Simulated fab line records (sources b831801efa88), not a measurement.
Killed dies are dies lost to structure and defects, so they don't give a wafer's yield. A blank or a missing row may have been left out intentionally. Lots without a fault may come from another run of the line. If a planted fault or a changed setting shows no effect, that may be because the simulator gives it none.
Split-lot study + flow gf180mcu + on a route of 602 steps: 5 lots, 23 wafers read

== ABOUT THE SPLIT ==
At GF_HV_LDD_EXPOSE_28 (exposes mask Nplus HV AREA, target cd 400 nm), the setting doseMj was moved away from the recipe's 140 on 5 of the 23 wafers read, by +4.1% to +4.6%. For the rest of the wafers, this setting stayed at what the recipe calls for.

== FROM THE SPLIT TO THE READING: what the file shows between them, 2 steps ==
- GF_HV_LDD_PEB_29
- GF_HV_LDD_DEVELOP_30: develop time 60 s

== THE READING ==
cdNm at GF_HV_LDD_CD_MEAS_31, given in nm (cd target 400 nm). Typical for fault-free wafers on this fab line: 399.7 nm, with standard deviation 2.2 nm.

| wafer  | tool, chamber at the split | doseMj as run | against the recipe | cdNm, nm | against lot-mates on the recipe |
|--------|----------------------------|---------------|--------------------|----------|---------------------------------|
| L075.2 | ilineStepper-01, 0         | 145.7         | +4.1%              | 412.1    | +11.9                           |
| L075.3 | ilineStepper-01, 0         | 140           | recipe             | 401.5    | -                               |
| L075.4 | ilineStepper-01, 0         | 145.7         | +4.1%              | 410.8    | +10.6                           |
| L075.5 | ilineStepper-01, 0         | 145.7         | +4.1%              | 412.0    | +11.8                           |
| L075.6 | ilineStepper-01, 0         | 140           | recipe             | 399.0    | -                               |
| L077.1 | ilineStepper-02, 0         | 140           | recipe             | 396.6    | -                               |
| L077.2 | ilineStepper-02, 0         | 140           | recipe             | 401.3    | -                               |
| L077.4 | ilineStepper-02, 0         | 140           | recipe             | 397.1    | -                               |
| L077.5 | ilineStepper-02, 0         | 140           | recipe             | 398.3    | -                               |
| L077.6 | ilineStepper-02, 0         | 140           | recipe             | 400.4    | -                               |
| L080.2 | ilineStepper-01, 0         | 140           | recipe             | 402.8    | -                               |
| L080.3 | ilineStepper-01, 0         | 140           | recipe             | 402.3    | -                               |
| L080.6 | ilineStepper-01, 0         | 140           | recipe             | 403.0    | -                               |
| L084.1 | ilineStepper-02, 0         | 140           | recipe             | 399.5    | -                               |
| L084.2 | ilineStepper-02, 0         | 140           | recipe             | 399.9    | -                               |
| L084.3 | ilineStepper-02, 0         | 140           | recipe             | 400.7    | -                               |
| L084.5 | ilineStepper-02, 0         | 140           | recipe             | 399.6    | -                               |
| L084.6 | ilineStepper-02, 0         | 140           | recipe             | 401.4    | -                               |
| L085.1 | ilineStepper-01, 0         | 140           | recipe             | 399.2    | -                               |
| L085.2 | ilineStepper-01, 0         | 140           | recipe             | 396.8    | -                               |
| L085.3 | ilineStepper-01, 0         | 146.4         | +4.6%              | 411.2    | +12.8                           |
| L085.4 | ilineStepper-01, 0         | 146.4         | +4.6%              | 412.9    | +14.5                           |
| L085.5 | ilineStepper-01, 0         | 140           | recipe             | 399.1    | -                               |

FIT RESULTS
A straight line over all 23 wafers: cdNm changes by +2.77 nm for each +1% of doseMj; r = +0.94; the points scatter about the line by 1.8 nm.
The same after taking each lot's own level away (the mean of its wafers on the recipe; 23 wafers): +2.89 nm for each +1%; r = +0.98; scatter 1.2 nm.
On that fit, the largest move of doseMj shifts the reading by 13 nm.
From 398.37 to 402.70 nm: that is the span of the lots' own levels, equal to 2.0 times the standard deviation above.
The two slopes are in agreement: the lot-to-lot level therefore moves the slope only a little.
Check: +13.3 nm against its lot-mates is what the line predicts for one of the wafers moved furthest among these (+4.6%) when that wafer is left out of the fit. It came out at +12.8 nm against them.

== THE OTHER SPLITS THESE WAFERS WENT THROUGH ==
Other splits were also applied to these wafers ahead of the reading. Each is held against what the fit with the lots' levels taken away leaves over:
| other split on the same wafers    | wafers away from the commonest value | r with cdNm (lot level and that fit taken away) |
|-----------------------------------|--------------------------------------|-------------------------------------------------|
| GF_VT_IMPLANT_IMPLANT_19 doseCm2  | 10                                   | +0.09                                           |
| GF_VT_IMPLANT_COAT_24 resistThkNm | 4                                    | -0.02                                           |
| GF_VT_IMPLANT_IMPLANT_30 tiltDeg  | 6                                    | +0.05                                           |
| GF_VT_IMPLANT_IMPLANT_41 doseCm2  | 6                                    | +0.42                                           |
| GF_HV_LDD_DEVELOP_06 devTempC     | 10                                   | -0.16                                           |
| GF_HV_LDD_IMPLANT_09 doseCm2      | 4                                    | -0.12                                           |
| GF_HV_LDD_DEVELOP_18 developTimeS | 8                                    | +0.00                                           |

== FILE'S OWN FIT ==
cdNm changes by +2.91 nm for each +1% of doseMj, r = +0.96.
